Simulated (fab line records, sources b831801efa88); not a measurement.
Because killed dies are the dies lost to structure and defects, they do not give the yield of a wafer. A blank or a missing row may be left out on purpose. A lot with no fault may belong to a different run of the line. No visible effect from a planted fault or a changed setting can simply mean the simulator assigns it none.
fab line records	flow sky130
[record] lots = 5	wafers = 15	last-day = 50
route steps=708 shown VT_ADJUST_HVTP@89 VT_ADJUST_LVTN@97 VT_ADJUST_NCORE@119
lots untouched by any fault: they come from a run of this same line in which no faults occurred
start-h: start of the lot's first displayed wafer, in hours after the record's first day	wait-h: hours elapsed since this lot's preceding step	" unchanged from the row above	L1.1+2: a single row standing in for several wafers	- value missing, or start not given	* or withheld: withheld	< > ~ a bound
route shown NAME@n: NAME is a module with steps in the file, n the number in the route of the first one	usual: mean/standard deviation taken from wafers without a fault	same: alike in all rows	chamber/n: place in a boat	sites: per-site readings	_std_site: the values' standard deviation	_edge_site: mean of outer sites minus mean of inner sites	radius-mm: for every site, how far away it sits from the centre of the wafer	mask NAME#n: copy n	behind: the most recent tool/chamber to have shaped the wafer	hold: cause of the lot's hold/its duration in hours/its outcome	device: names the non-switching transistor (n, p or np)	end of line: the same wafers' tests at the end of the route	step lacking rows: just its recipe	killed: the dies lost at the first sort to structure and to defects; this is not the yield of the wafer	map: the dies of a wafer, with x for killed, . for not killed, _ for no die there
set.NAME: the setting the step ran with; set.NAME@STEP: the setting that earlier step ran with	model.NAME: the simulator's own value behind a step, which no gauge read
a table for each step, a row for each wafer; lots at some steps of the route
services: when a tool's chamber went out of use (start-h, in hours from the record's first day, below 0 if earlier), for how many hours, and the reason
[[steps]]
[step SKY_VT_ADJUST_HVTP_EXPOSE_04]
[recipe] mask-id = HVTPM	na = 0.6	source-shape = conventional	sigma-outer = 0.6	polarization = unpolarized	target-cd-nm = 380	dose-mj = 140
[step SKY_VT_ADJUST_HVTP_PEB_05]
[recipe] temp-c = withheld	time-s = *	resist = NOVOLAK
[step SKY_VT_ADJUST_HVTP_DEVELOP_06]
[recipe] resist = NOVOLAK	developer = TMAH	develop-time-s = 60	dev-temp-c = 23
[step SKY_VT_ADJUST_HVTP_CD_MEAS_07]
[recipe] target-cd-nm = 380
[usual] cd-nm = 379.8/2.3
lot.wafer	tool	chamber	start-h	wait-h	cd-nm
L772.2	cd-sem-01	-	184.99	0.1	379.9
L772.3	"	-	"	"	379.9
L772.5	"	-	"	"	381.7
L774.2	cd-sem-01	-	201.29	0.1	379.2
L774.5	"	-	"	"	380.7
L774.6	"	-	"	"	379.4
L776.2	cd-sem-01	-	214.01	0.1	375.5
L776.3	"	-	"	"	377.6
L776.6	"	-	"	"	379.9
L781.2	cd-sem-02	-	242.79	0.1	378.1
L781.4	"	-	"	"	378.5
L781.5	"	-	"	"	379.8
L785.1	cd-sem-01	-	267.54	0.1	379.4
L785.3	"	-	"	"	382.3
L785.5	"	-	"	"	382.9
[step SKY_VT_ADJUST_HVTP_OVL_MEAS_08]
[usual] VT_ADJUST_HVTP_OVL = -0.2/1.3
lot.wafer	tool	chamber	start-h	wait-h	VT_ADJUST_HVTP_OVL[nm]
L772.2	overlay-02	-	185.10	0.1	0.3
L772.3	"	-	"	"	-0.3
L772.5	"	-	"	"	0.2
L774.2	overlay-01	-	201.40	0.1	1.2
L774.5	"	-	"	"	1.3
L774.6	"	-	"	"	-0.5
L776.2	overlay-01	-	214.12	0.1	3.0
L776.3	"	-	"	"	1.6
L776.6	"	-	"	"	-0.2
L781.2	overlay-01	-	242.90	0.1	-0.4
L781.4	"	-	"	"	-0.1
L781.5	"	-	"	"	0.6
L785.1	overlay-01	-	267.66	0.1	-0.7
L785.3	"	-	"	"	-0.8
L785.5	"	-	"	"	-3.3
[step SKY_VT_ADJUST_HVTP_IMPLANT_09]
[recipe] species = As	energy-kev = 150	dose-cm2 = 4.3e+12	tilt-deg = withheld
[step SKY_VT_ADJUST_HVTP_STRIP_10]
[recipe] chemistry = O2/N2	power-w = 1400	pressure-mtorr = 1500	platen-temp-c = withheld	o2-flow-sccm = 3000	n2-flow-sccm = 300	overash-fraction = 0.5
[usual] drypump-motor-current-A = 6.0/0.35	oes-product-au = 0.716/0.0046	strip-time-to-endpoint-s = 14.17/0.042
lot.wafer	tool	chamber	start-h	wait-h	drypump-motor-current-A	oes-product-au	rf-hours-counter-h	strip-time-to-endpoint-s
L772.2	plasma-asher-04	1	185.28	0.1	5.8	0.710	6	14.22
L772.3	"	1	"	"	5.8	0.722	-	14.15
L772.5	"	1	"	"	5.8	0.719	-	14.21
L774.2	plasma-asher-02	0	201.58	0.1	6.1	0.712	50	14.22
L774.5	"	1	"	"	5.8	0.712	-	14.15
L774.6	"	0	"	"	6.1	0.721	-	14.18
L776.2	plasma-asher-02	0	214.30	0.1	6.1	0.712	52	14.18
L776.3	"	1	"	"	5.7	0.715	-	14.15
L776.6	"	0	"	"	6.1	0.720	-	14.15
L781.2	plasma-asher-02	1	243.08	0.1	5.8	0.716	54	14.20
L781.4	"	0	"	"	6.1	0.708	-	14.17
L781.5	"	1	"	"	5.8	0.713	-	14.18
L785.1	plasma-asher-01	0	267.85	0.1	6.6	0.725	47	14.14
L785.3	"	0	"	"	6.5	0.716	-	14.10
L785.5	"	1	"	"	6.1	0.716	-	14.17
[step SKY_VT_ADJUST_HVTP_TW_MEAS_11]
[usual] VT_ADJUST_HVTP_TW = 1361/6.6
lot.wafer	tool	chamber	start-h	wait-h	VT_ADJUST_HVTP_TW
L772.2	film-metro-01	-	185.39	0.1	1368
L772.3	"	-	"	"	1375
L772.5	"	-	"	"	1363
L774.2	film-metro-02	-	201.69	0.1	1364
L774.5	"	-	"	"	1361
L774.6	"	-	"	"	1361
L776.2	film-metro-01	-	214.41	0.1	1354
L776.3	"	-	"	"	1357
L776.6	"	-	"	"	1358
L781.2	film-metro-01	-	243.19	0.1	1358
L781.4	"	-	"	"	1359
L781.5	"	-	"	"	1365
L785.1	film-metro-04	-	267.95	0.1	1354
L785.3	"	-	"	"	1356
L785.5	"	-	"	"	1352
[step SKY_VT_ADJUST_LVTN_DEHYDRATE_00]
[recipe] temp-c = 200	time-s = 60
[step SKY_VT_ADJUST_LVTN_HMDS_01]
[recipe] prime-time-s = 60	prime-temp-c = 120
[step SKY_VT_ADJUST_LVTN_COAT_02]
[recipe] spin-rpm = 2000	resist-thk-nm = 3000
[step SKY_VT_ADJUST_LVTN_SOFTBAKE_03]
[recipe] temp-c = 110	time-s = withheld
[step SKY_VT_ADJUST_LVTN_EXPOSE_04]
[recipe] mask-id = NWM_COMPLEMENT_LESS_NATIVE	na = 0.6	source-shape = conventional	sigma-outer = 0.6	polarization = unpolarized	target-cd-nm = 840	dose-mj = 194
[usual] exposure-dose-mJ-cm2 = 193.97/0.22
lot.wafer	tool	chamber	start-h	wait-h	mask	exposure-dose-mJ-cm2
L772.2	iline-stepper-01	0	195.29	-	NWM_COMPLEMENT_LESS_NATIVE#0	193.91
L772.3	"	0	"	"	NWM_COMPLEMENT_LESS_NATIVE#0	193.65
L772.5	"	0	"	"	NWM_COMPLEMENT_LESS_NATIVE#0	194.00
L774.2	iline-stepper-02	0	212.14	-	NWM_COMPLEMENT_LESS_NATIVE#0	193.78
L774.5	"	0	"	"	NWM_COMPLEMENT_LESS_NATIVE#0	193.80
L774.6	"	0	"	"	NWM_COMPLEMENT_LESS_NATIVE#0	193.59
L776.2	iline-stepper-01	0	226.29	-	HVN_STD_DERIVED#0	193.87
L776.3	"	0	"	"	HVN_STD_DERIVED#0	194.13
L776.6	"	0	"	"	HVN_STD_DERIVED#0	193.81
L781.2	iline-stepper-01	0	255.07	-	NWM_COMPLEMENT_LESS_NATIVE#0	194.04
L781.4	"	0	"	"	NWM_COMPLEMENT_LESS_NATIVE#0	194.06
L781.5	"	0	"	"	NWM_COMPLEMENT_LESS_NATIVE#0	194.06
L785.1	iline-stepper-02	0	280.05	-	NWM_COMPLEMENT_LESS_NATIVE#0	194.29
L785.3	"	0	"	"	NWM_COMPLEMENT_LESS_NATIVE#0	194.03
L785.5	"	0	"	"	NWM_COMPLEMENT_LESS_NATIVE#0	194.08
[step SKY_VT_ADJUST_LVTN_PEB_05]
[recipe] temp-c = 115	time-s = withheld
[step SKY_VT_ADJUST_LVTN_DEVELOP_06]
[recipe] wall-angle-deg = 90	developer = TMAH	develop-time-s = 60	dev-temp-c = 23
[step SKY_VT_ADJUST_LVTN_OVL_MEAS_07]
[usual] VT_ADJUST_LVTN_OVL = 0.6/1.4
lot.wafer	tool	chamber	start-h	wait-h	VT_ADJUST_LVTN_OVL[nm]
L772.2	overlay-01	-	205.99	-	2.2
L772.3	"	-	"	"	-0.6
L772.5	"	-	"	"	-1.0
L774.2	overlay-01	-	223.16	-	1.9
L774.5	"	-	"	"	0.8
L774.6	"	-	"	"	0.6
L776.2	overlay-01	-	237.25	-	-
L776.3	"	-	"	"	-
L776.6	"	-	"	"	-
L781.2	overlay-01	-	267.01	-	0.1
L781.4	"	-	"	"	1.3
L781.5	"	-	"	"	1.5
L785.1	overlay-02	-	292.67	-	0.5
L785.3	"	-	"	"	1.7
L785.5	"	-	"	"	1.0
[step SKY_VT_ADJUST_LVTN_IMPLANT_08]
[recipe] species = B	energy-kev = 30	dose-cm2 = 1.57e+12	tilt-deg = withheld
[step SKY_VT_ADJUST_LVTN_STRIP_09]
[recipe] chemistry = O2/N2	power-w = 1400	pressure-mtorr = 1500	platen-temp-c = withheld	o2-flow-sccm = 3000	n2-flow-sccm = 300	overash-fraction = 0.5
[usual] drypump-motor-current-A = 5.8/0.55	oes-product-au = 0.723/0.0046	strip-time-to-endpoint-s = 36.89/0.12
lot.wafer	tool	chamber	start-h	wait-h	drypump-motor-current-A	oes-product-au	rf-hours-counter-h	strip-time-to-endpoint-s
L772.2	plasma-asher-03	1	206.17	0.1	5.7	0.722	50	36.92
L772.3	"	0	"	"	4.9	0.718	-	36.93
L772.5	"	1	"	"	5.8	0.722	-	36.92
L774.2	plasma-asher-03	1	223.34	0.1	5.7	0.715	52	37.00
L774.5	"	0	"	"	4.9	0.728	-	36.99
L774.6	"	1	"	"	5.7	0.732	-	36.98
L776.2	plasma-asher-01	0	237.43	0.1	6.6	0.726	45	36.67
L776.3	"	1	"	"	6.1	0.721	-	36.70
L776.6	"	1	"	"	6.1	0.723	-	36.60
L781.2	plasma-asher-02	0	267.19	0.1	6.1	0.724	57	36.80
L781.4	"	1	"	"	5.8	0.722	-	36.83
L781.5	"	1	"	"	5.8	0.717	-	36.79
L785.1	plasma-asher-02	0	292.86	0.1	6.1	0.723	59	36.92
L785.3	"	0	"	"	6.1	0.713	-	36.82
L785.5	"	0	"	"	6.1	0.719	-	36.81
[step SKY_VT_ADJUST_LVTN_TW_MEAS_10]
[usual] VT_ADJUST_LVTN_TW = 242.9/1.6
lot.wafer	tool	chamber	start-h	wait-h	VT_ADJUST_LVTN_TW
L772.2	film-metro-03	-	206.28	0.1	239.2
L772.3	"	-	"	"	239.6
L772.5	"	-	"	"	240.0
L774.2	film-metro-04	-	223.45	0.1	243.4
L774.5	"	-	"	"	244.5
L774.6	"	-	"	"	243.1
L776.2	film-metro-01	-	237.54	0.1	30.1
L776.3	"	-	"	"	30.3
L776.6	"	-	"	"	30.4
L781.2	film-metro-03	-	267.30	0.1	240.8
L781.4	"	-	"	"	243.3
L781.5	"	-	"	"	242.6
L785.1	film-metro-04	-	292.96	0.1	243.4
L785.3	"	-	"	"	241.7
L785.5	"	-	"	"	242.5
[step SKY_VT_ADJUST_LVTN_DEHYDRATE_11]
[recipe] temp-c = 200	time-s = 60
[step SKY_VT_ADJUST_LVTN_HMDS_12]
[recipe] prime-time-s = 60	prime-temp-c = 120
[step SKY_VT_ADJUST_LVTN_COAT_13]
[recipe] resist = NOVOLAK	spin-rpm = 3000	resist-thk-nm = 1140
[step SKY_VT_ADJUST_LVTN_SOFTBAKE_14]
[recipe] temp-c = 90	time-s = 60	resist = NOVOLAK
[step SKY_VT_ADJUST_LVTN_EXPOSE_15]
[recipe] mask-id = HVN_STD_DERIVED	na = 0.6	source-shape = conventional	sigma-outer = 0.6	polarization = unpolarized	target-cd-nm = 600	dose-mj = 163
[step SKY_VT_ADJUST_LVTN_PEB_16]
[recipe] temp-c = withheld	time-s = *	resist = NOVOLAK
[step SKY_VT_ADJUST_LVTN_DEVELOP_17]
[recipe] resist = NOVOLAK	developer = TMAH	develop-time-s = 60	dev-temp-c = 23
[step SKY_VT_ADJUST_LVTN_OVL_MEAS_18]
[usual] VT_ADJUST_LVTN_01_OVL = -0.4/1.3
lot.wafer	tool	chamber	start-h	wait-h	VT_ADJUST_LVTN_01_OVL[nm]
L772.2	overlay-01	-	228.95	0.1	-0.9
L772.3	"	-	"	"	0.4
L772.5	"	-	"	"	-0.1
L774.2	overlay-01	-	246.35	0.1	0.6
L774.5	"	-	"	"	0.9
L774.6	"	-	"	"	1.1
L776.2	overlay-02	-	260.41	0.1	0.6
L776.3	"	-	"	"	0.1
L776.6	"	-	"	"	0.0
L781.2	overlay-02	-	291.71	0.1	-1.0
L781.4	"	-	"	"	1.0
L781.5	"	-	"	"	0.9
L785.1	overlay-01	-	318.72	0.1	-3.5
L785.3	"	-	"	"	-0.9
L785.5	"	-	"	"	-2.2
[step SKY_VT_ADJUST_LVTN_IMPLANT_19]
[recipe] species = B	energy-kev = 30	dose-cm2 = 6.5e+11	tilt-deg = withheld
[step SKY_VT_ADJUST_LVTN_STRIP_20]
[recipe] chemistry = O2/N2	power-w = 1400	pressure-mtorr = 1500	platen-temp-c = withheld	o2-flow-sccm = 3000	n2-flow-sccm = 300	overash-fraction = 0.5
[usual] drypump-motor-current-A = 6.0/0.47	oes-product-au = 0.716/0.0044	strip-time-to-endpoint-s = 14.16/0.036
lot.wafer	tool	chamber	start-h	wait-h	drypump-motor-current-A	oes-product-au	rf-hours-counter-h	strip-time-to-endpoint-s
L772.2	plasma-asher-01	1	229.13	0.1	6.1	0.713	44	14.12
L772.3	"	0	"	"	6.6	0.717	-	14.13
L772.5	"	0	"	"	6.6	0.713	-	14.14
L774.2	plasma-asher-02	1	246.53	0.1	5.8	0.723	55	14.10
L774.5	"	0	"	"	6.2	0.709	-	14.15
L774.6	"	1	"	"	5.8	0.717	-	14.10
L776.2	plasma-asher-01	1	260.59	0.1	6.1	0.716	47	14.13
L776.3	"	1	"	"	6.1	0.717	-	14.14
L776.6	"	0	"	"	6.6	0.720	-	14.13
L781.2	plasma-asher-01	1	291.89	0.1	6.1	0.718	50	14.15
L781.4	"	1	"	"	6.1	0.709	-	14.14
L781.5	"	1	"	"	6.1	0.719	-	14.18
L785.1	plasma-asher-01	1	318.91	0.1	6.1	0.710	52	14.19
L785.3	"	1	"	"	6.1	0.712	-	14.20
L785.5	"	1	"	"	6.1	0.723	-	14.15
[step SKY_VT_ADJUST_LVTN_TW_MEAS_21]
[usual] VT_ADJUST_LVTN_2_TW = 188.8/0.86
lot.wafer	tool	chamber	start-h	wait-h	VT_ADJUST_LVTN_2_TW
L772.2	film-metro-03	-	229.24	0.1	189.0
L772.3	"	-	"	"	187.9
L772.5	"	-	"	"	188.2
L774.2	film-metro-04	-	246.64	0.1	188.9
L774.5	"	-	"	"	189.5
L774.6	"	-	"	"	188.3
L776.2	film-metro-01	-	260.70	0.1	267.2
L776.3	"	-	"	"	269.0
L776.6	"	-	"	"	267.9
L781.2	film-metro-04	-	292.00	0.1	187.6
L781.4	"	-	"	"	188.6
L781.5	"	-	"	"	188.5
L785.1	film-metro-03	-	319.01	0.1	190.4
L785.3	"	-	"	"	190.3
L785.5	"	-	"	"	190.5
[step SKY_VT_ADJUST_NCORE_DEHYDRATE_00]
[recipe] temp-c = 200	time-s = 60
[[services]]
tool	chamber	start-h	hours	kind
iline-stepper-02	0	188.60	-	calibration
plasma-asher-01	-	188.90	2.5	repair
iline-stepper-01	-	217.11	1.7	pm
iline-stepper-01	0	254.24	-	calibration
plasma-asher-02	-	313.45	2.8	repair
[[key]]
[first-sign] step = SKY_VT_ADJUST_LVTN_EXPOSE_04	reading = mask	direction = changed
[effect] step = SKY_VT_ADJUST_LVTN_OVL_MEAS_07	reading = VT_ADJUST_LVTN_OVL	direction = missing
[effect] step = SKY_VT_ADJUST_LVTN_TW_MEAS_10	reading = VT_ADJUST_LVTN_TW	direction = down	sigmas = 99+	usual = 242.9	struck = 30.3
[effect] step = SKY_VT_ADJUST_LVTN_TW_MEAS_21	reading = VT_ADJUST_LVTN_2_TW	direction = up	sigmas = 92	usual = 188.8	struck = 268.1
met-at SKY_VT_ADJUST_LVTN_EXPOSE_04
struck-wafers L776.2,L776.3,L776.6
sort-left-out L776.2,L776.3,L776.6
tester-left-out L776
onset-between 195.29 226.29
[fault] kind = wrong-mask	tool = any	chamber = -	onset-h = 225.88	steps = SKY_VT_ADJUST_LVTN_EXPOSE_04	aux-copy = HVN_STD_DERIVED#0	scope = struck-lots-only
// tester-left-out: of these lots the tester's yield and bins aren't shown, on N5 and GAA mostly nor the transistor test; their killed dies are dies lost to structure and defects alone, not to doping, threshold or leakage, so they don't give the yield
// sort-left-out: the simulated sort isn't trusted on such a fault, so these wafers' sort isn't shown, and their yield isn't known
